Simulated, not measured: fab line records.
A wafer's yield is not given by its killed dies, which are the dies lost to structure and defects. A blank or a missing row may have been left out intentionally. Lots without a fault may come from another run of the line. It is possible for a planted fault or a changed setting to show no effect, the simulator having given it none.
Problem report, 8D (eight disciplines) form, completed by code || flow sky130 || the parts of the form that need people (team, actions taken, sign-off) are left out

1. PROBLEM STATEMENT
Across 9 wafers from 3 lots, SONOS_ONO_CVD_04_THK at SKY_SONOS_ONO_THK_MEAS_05 averages 6.92 nm, while fault-free wafers read 5.78 nm with a standard deviation of 0.12. That is +9.5 standard deviations from the usual mean.
Seen first at day 16 02:31 on film-metro-03, wafer L232.2. The record has a number at this step for 36 wafers belonging to 12 lots. Rule for "out" (also "out of limits"): further than 4 standard deviations from the usual mean. The rest of the wafers with a number are treated as sound.

2. WHAT IT IS, AND WHAT IT ISN'T
{"question": "which readings at this step", "is": "SONOS_ONO_CVD_04_THK", "is not": "-"}
{"question": "which lots", "is": "L232, L234, L235", "is not": "L221, L222, L223, L224, L230, L233, L241, L242, L243"}
{"question": "which wafers of those lots", "is": "all that have a number", "is not": "-"}
{"question": "read on which gauges", "is": "film-metro-03, film-metro-04", "is not": "film-metro-01"}
{"question": "when", "is": "from day 16 02:31", "is not": "up to then (18 sound wafers); but 9 sound wafers of L241, L242, L243 came after"}

3. WHAT RULES OUT EACH SUSPECT
Counting: any tool at a process step up to the reading is kept as a suspect provided that every lot that is out went through it and no sound lot did after the first of them.
- ruled out: the gauge at SKY_SONOS_ONO_THK_MEAS_05. 2 gauges (film-metro-03, film-metro-04) read the wafers that are out.
- lpcvd-03 at SKY_SONOS_ONO_CVD_04 (deposits SiO2 from SiH4/N2O, target thk 5.7199 nm): ruled out as a lasting fault. Sound lots L241, L242, L243 ran on it after its first lot that is out, L232 (day 15 23:41).
Left after counting: nothing in the record.

4. THE CAUSE (what the simulator had put in)
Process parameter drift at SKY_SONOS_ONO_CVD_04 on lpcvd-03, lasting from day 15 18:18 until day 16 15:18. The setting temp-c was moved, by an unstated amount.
Counting ruled it out, wrongly: the rule takes a fault to strike every lot that its tool runs from its start on, and this one did not.

5. SEQUENCE OF EFFECTS, ordered by route
Rows list readings where the struck wafers' mean (over those with a number) sits beyond 3 standard deviations from the usual. Readings are gone through only where the record gives a usual standard deviation; hours: the median, over the lots, of the time from a lot's start at the first step in this table giving one to that lot's start at this step; sigmas: the change measured in usual standard deviations.
{"hours": 0, "step": "SKY_SONOS_ONO_CVD_04", "reading": "spike-tc-bottom-C", "usual": "917.2 C", "on struck wafers": 928.3, "change": "+11.1", "sigmas": "+9.3"}
{"hours": 0, "step": "SKY_SONOS_ONO_CVD_04", "reading": "spike-tc-centre-C", "usual": "901.4 C", "on struck wafers": 913.3, "change": "+11.9", "sigmas": "+12"}
{"hours": 0, "step": "SKY_SONOS_ONO_CVD_04", "reading": "spike-tc-lower-C", "usual": "899.4 C", "on struck wafers": 910.3, "change": "+10.9", "sigmas": "+8.4"}
{"hours": 0, "step": "SKY_SONOS_ONO_CVD_04", "reading": "spike-tc-top-C", "usual": "911.5 C", "on struck wafers": 923.3, "change": "+11.8", "sigmas": "+7.4"}
{"hours": 0, "step": "SKY_SONOS_ONO_CVD_04", "reading": "spike-tc-upper-C", "usual": "899.4 C", "on struck wafers": 911.1, "change": "+11.7", "sigmas": "+9.7"}
{"hours": 0, "step": "SKY_SONOS_ONO_CVD_04", "reading": "susceptor-temp-C", "usual": "900.0 C", "on struck wafers": 911.7, "change": "+11.7", "sigmas": "+32"}
{"hours": 1, "step": "SKY_SONOS_ONO_THK_MEAS_05", "reading": "SONOS_ONO_CVD_04_THK", "usual": "5.78 nm", "on struck wafers": 6.92, "change": "+1.14", "sigmas": "+9.5"}
Its process steps:
- SKY_SONOS_ONO_CVD_04: deposits SiO2 from SiH4/N2O, target thk 5.7199 nm.

6. HOW IT WOULD HAVE BEEN CAUGHT EARLIER
In this record the first reading out of limits at a measuring or inspecting step was taken at day 16 02:31, 8 hours after the fault began at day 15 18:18.
Tool's own readings at SKY_SONOS_ONO_CVD_04, spike-tc-bottom-C, spike-tc-centre-C, spike-tc-lower-C, spike-tc-top-C, spike-tc-upper-C, susceptor-temp-C: out on all struck wafers the step has rows for; an alarm limit on them would have tripped on the first.
